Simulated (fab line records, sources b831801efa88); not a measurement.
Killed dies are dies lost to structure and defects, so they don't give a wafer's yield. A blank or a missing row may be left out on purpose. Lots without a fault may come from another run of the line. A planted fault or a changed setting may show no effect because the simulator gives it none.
A struck lot beside a sound one | flow sfq_line | 37 steps out of a route of 325
Sound: wafers L951.2, L951.3, L951.5. Struck: wafers L966.1, L966.5, L966.6. The cause comes at the end.
At each step with rows: each side's tool, then ch and its chambers, then its first start. Under that, the readings that differ: sound wafers | struck wafers | difference of the means | sigmas: that difference in standard deviations of wafers without a fault.
alike: readings whose means differ by less than 2 such deviations, and words and numbers that are the same on both sides. not compared: withheld readings, readings that some wafer has no value for, bounds like >300 that may hide the same value, and numbers for which the record gives no deviation and whose values overlap.
The two part at a step that has a row with sigmas, a row that says differs or no value, or rows on one side only. Numbers that don't overlap but have no deviation are shown without sigmas and don't part them. A reading that every wafer of one side lacks parts them only if that side has two wafers or more.

SFQ_R5_THK_MEAS_934: measures by xrf.
  sound on film_metro-04, day 58 09:41; struck on film_metro-04, day 63 04:26
  alike: R5_MONX_THK
then, 6 steps without rows for these wafers: SFQ_TRILAYER_R5_LITHO_COAT_141 (resist thk 62 nm); SFQ_TRILAYER_R5_LITHO_COAT_136 (resist thk 600 nm); SFQ_TRILAYER_R5_LITHO_SOFTBAKE_140; SFQ_TRILAYER_R5_LITHO_EXPOSE_137 (exposes mask R5, target cd 500 nm); SFQ_TRILAYER_R5_LITHO_PEB_139 (peb time 60 s); SFQ_TRILAYER_R5_LITHO_DEVELOP_138 (time 60 s).
-- the record jumps here: 5 days lie between the struck wafers' starts before and after --
SFQ_R5_OVL_MEAS_935:
  sound on overlay-01, day 62 17:56; struck on overlay-01, day 68 04:35
  alike: R5_OVL
then, 1 step without rows for these wafers: SFQ_TRILAYER_R5_BARC_OPEN_METAL_ETCH_177 (etches BARC in O2, target depth 125 nm, time 41.7 s).
SFQ_TRILAYER_R5_ETCH_METAL_ETCH_139: etches the open film in Cl2, stops on SiO2, target depth 60 nm, time 40 s.
  sound on rie_metal-02 ch 0,1, day 62 18:01; struck on rie_metal-04 ch 0,1, day 68 04:41
  alike: drypump_motor_current_A, oes_product_au
  not compared: rf_hours_counter_h
SFQ_TRILAYER_R5_STRIP_STRIP_140: strips in O2.
  sound on rie_metal-02 ch 0,1, day 62 18:05; struck on rie_metal-04 ch 0,1, day 68 04:44
  alike: drypump_motor_current_A, oes_product_au, platen_temp_c
  not compared: rf_hours_counter_h
then, 1 step without rows for these wafers: SFQ_TRILAYER_R5_STRIP_SOLV_CLEAN_141 (cleans in NMP, time 600 s).
SFQ_TRILAYER_A5C_DEP_PECVD_142: deposits SiO2 from SiH4/N2O, time 15.556 s, target thk 70 nm.
  sound on pecvd-03 ch 1,2, day 62 18:51; struck on pecvd-03 ch 0,1,2, day 68 05:31
  reading                                              | sound          | struck            | difference | sigmas
  model.SiO2_of_TRILAYER_A5C_DEP_PECVD_142.thk_nm (nm) | 69.52 69.46 71 | 61.01 62.91 62.07 | -8.00      |
  alike: chamber_pressure_Torr, heater_power_outer_w, heater_power_w, throttle_valve_pct
then, 6 steps without rows for these wafers: SFQ_TRILAYER_I5_LITHO_COAT_149 (resist thk 62 nm); SFQ_TRILAYER_I5_LITHO_COAT_144 (resist thk 650 nm); SFQ_TRILAYER_I5_LITHO_SOFTBAKE_148; SFQ_TRILAYER_I5_LITHO_EXPOSE_145 (exposes mask I5, target cd 700 nm); SFQ_TRILAYER_I5_LITHO_PEB_147 (peb time 60 s); SFQ_TRILAYER_I5_LITHO_DEVELOP_146 (time 60 s).
SFQ_I5_OVL_MEAS_936:
  sound on overlay-02, day 62 21:08; struck on overlay-01, day 68 08:06
  alike: I5_OVL
SFQ_TRILAYER_I5_BARC_OPEN_VIA_ETCH_200: etches BARC in O2, target depth 125 nm, time 41.7 s.
  sound on rie_diel-04 ch 1,3, day 62 21:10; struck on rie_diel-02 ch 1,2, day 68 08:08
  alike: drypump_motor_current_A, oes_product_au
  not compared: rf_hours_counter_h
SFQ_TRILAYER_I5_ETCH_VIA_ETCH_147: etches the open film in CHF3, stops on Nb, target depth 360 nm.
  sound on rie_diel-04 ch 1,3, day 62 21:12; struck on rie_diel-02 ch 1,2, day 68 08:11
  alike: drypump_motor_current_A, oes_product_au
then, 8 steps without rows for these wafers: SFQ_TRILAYER_I5_STRIP_STRIP_148 (strips in O2); SFQ_TRILAYER_I5_STRIP_SOLV_CLEAN_149 (cleans in NMP, time 600 s); SFQ_TRILAYER_C5_LITHO_COAT_156 (resist thk 62 nm); SFQ_TRILAYER_C5_LITHO_COAT_151 (resist thk 650 nm); SFQ_TRILAYER_C5_LITHO_SOFTBAKE_155; SFQ_TRILAYER_C5_LITHO_EXPOSE_152 (exposes mask C5, target cd 500 nm); SFQ_TRILAYER_C5_LITHO_PEB_154 (peb time 60 s); SFQ_TRILAYER_C5_LITHO_DEVELOP_153 (time 60 s).
-- the record jumps here: 5 days lie between the struck wafers' starts before and after --
SFQ_C5_OVL_MEAS_937:
  sound on overlay-02, day 67 20:11; struck on overlay-01, day 72 23:34
  alike: C5_OVL
SFQ_TRILAYER_C5_BARC_OPEN_VIA_ETCH_210: etches BARC in O2, target depth 125 nm, time 41.7 s.
  sound on rie_diel-02 ch 1,2, day 67 20:13; struck on rie_diel-01 ch 2,3, day 72 23:36
  alike: drypump_motor_current_A, oes_product_au
  not compared: rf_hours_counter_h
SFQ_TRILAYER_C5_ETCH_VIA_ETCH_154: etches SiO2 in CHF3, stops on Nb, target depth 84 nm.
  sound on rie_diel-02 ch 1,2, day 67 20:16; struck on rie_diel-01 ch 2,3, day 72 23:38
  reading                        | sound             | struck            | difference | sigmas
  oes_product_au (a.u.)          | 0.891 0.886 0.902 | 0.835 0.840 0.836 | -0.056     | -8
  model.C5.feature_depth_nm (nm) | 69.51 69.45 70.99 | 61 62.9 62.06     | -8         |
  model.etch.depth_nm (nm)       | 69.51 69.45 70.99 | 61 62.9 62.06     | -8         |
  alike: drypump_motor_current_A
then, 2 steps without rows for these wafers: SFQ_TRILAYER_C5_STRIP_STRIP_155 (strips in O2); SFQ_TRILAYER_C5_STRIP_SOLV_CLEAN_156 (cleans in NMP, time 600 s).
SFQ_TRILAYER_M6_DEP_PRE_CLEAN_158: time 22.5 s.
  sound on pvd_sputter-06, day 67 21:05; struck on pvd_sputter-04, day 73 00:28
  reading                                              | sound             | struck          | difference | sigmas
  model.SiO2_of_TRILAYER_A5C_DEP_PECVD_142.thk_nm (nm) | 62.01 61.95 63.49 | 53.5 55.4 54.56 | -8.0       |
then, 1 step without rows for these wafers: SFQ_TRILAYER_M6_DEP_SPUTTER_157 (material Nb, target thk 200 nm, time 133.3 s).

WHERE THEY PART
Only at SFQ_TRILAYER_C5_ETCH_VIA_ETCH_154, within this record.

WHY: what the simulator had put in
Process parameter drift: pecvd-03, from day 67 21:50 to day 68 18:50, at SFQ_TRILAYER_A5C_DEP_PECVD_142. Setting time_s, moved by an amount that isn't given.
